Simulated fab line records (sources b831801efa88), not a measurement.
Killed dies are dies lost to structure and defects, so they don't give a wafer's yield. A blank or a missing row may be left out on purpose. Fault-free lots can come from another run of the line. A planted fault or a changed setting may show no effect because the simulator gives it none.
Lot-split experiment ; flow gf180mcu ; route with 602 steps; 5 lots, 23 wafers read

THE SPLIT
At GF_V2_SOFTBAKE_10 (time 60 s), the setting time-s was moved away from the recipe's 60 s on 8 of the 23 wafers read, by -13.9% to +8.5%. The other wafers ran this setting at the recipe's value.

FROM THE SPLIT TO THE READING: what the file shows between them, 3 steps
- GF_V2_EXPOSE_11: exposes mask Via2, target cd 260 nm
- GF_V2_PEB_12: peb time 90 s
- GF_V2_DEVELOP_13: develop time 60 s

THE READING
cd-nm (nm) at GF_V2_CD_MEAS_14, where the cd target is 260 nm. Typical for fault-free wafers on this fab line: 260.0 nm, with standard deviation 0.91 nm.

wafer;tool, chamber at the split;time-s as run, s;against the recipe;cd-nm, nm;against lot-mates on the recipe
L076.3;litho-track-03, 0;60;recipe;259.7;-
L076.4;litho-track-03, 0;60;recipe;260.0;-
L076.6;litho-track-03, 0;60;recipe;259.7;-
L078.1;litho-track-04, 0;60;recipe;259.9;-
L078.2;litho-track-04, 0;60;recipe;260.4;-
L078.4;litho-track-04, 0;60;recipe;260.3;-
L078.5;litho-track-04, 0;51.65;-13.9%;258.3;-1.9
L078.6;litho-track-04, 0;51.65;-13.9%;257.7;-2.5
L079.1;litho-track-03, 0;55.3;-7.8%;257.6;-2.9
L079.2;litho-track-03, 0;55.3;-7.8%;259.2;-1.3
L079.3;litho-track-03, 0;55.3;-7.8%;258.4;-2.1
L079.4;litho-track-03, 0;60;recipe;260.7;-
L079.6;litho-track-03, 0;60;recipe;260.3;-
L080.1;litho-track-04, 0;60;recipe;260.2;-
L080.2;litho-track-04, 0;60;recipe;260.8;-
L080.4;litho-track-04, 0;65.12;+8.5%;262.3;+1.8
L080.5;litho-track-04, 0;65.12;+8.5%;262.4;+1.9
L080.6;litho-track-04, 0;65.12;+8.5%;261.4;+0.9
L083.1;litho-track-01, 0;60;recipe;258.3;-
L083.2;litho-track-01, 0;60;recipe;259.4;-
L083.3;litho-track-01, 0;60;recipe;258.9;-
L083.5;litho-track-01, 0;60;recipe;258.6;-
L083.6;litho-track-01, 0;60;recipe;258.4;-

THE FIT
A straight line over all 23 wafers: cd-nm changes by +0.18 nm for each +1% of time-s; r = +0.80; the points scatter about the line by 0.81 nm.
The same after taking each lot's own level away (the mean of its wafers on the recipe; 23 wafers): +0.188 nm for each +1%; r = +0.92; scatter 0.48 nm.
On that fit, the largest move of time-s shifts the reading by 2.6 nm.
Measured against the standard deviation above, the lots' own levels, which go from 258.72 to 260.50 nm, span 2.0 times it.
Consequently the slope shifts little with the lot-to-lot level, the two slopes agreeing.
Check: with one of the wafers moved furthest among these (-13.9%) left out of the fit, the line predicts -2.94 nm for it against its lot-mates. It came out at -1.9 nm against them.

ADDITIONAL SPLITS CARRIED BY THESE WAFERS
These wafers also went through other splits before the reading. Each is held against what the fit with the lots' levels taken away leaves over:
other split on the same wafers;wafers away from the commonest value;r with cd-nm (lot level and that fit taken away)
GF_M1_METAL_ETCH_16 bias-w;8;+0.27
GF_M2_SPUTTER_02 power-w;10;-0.01
GF_M2_SOFTBAKE_10 temp-c;10;-0.05
GF_V2_CVD_00 sih4-flow-sccm;8;+0.05

THE FILE'S OWN FIT
cd-nm changes by +0.182 nm for each +1% of time-s, r = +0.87.
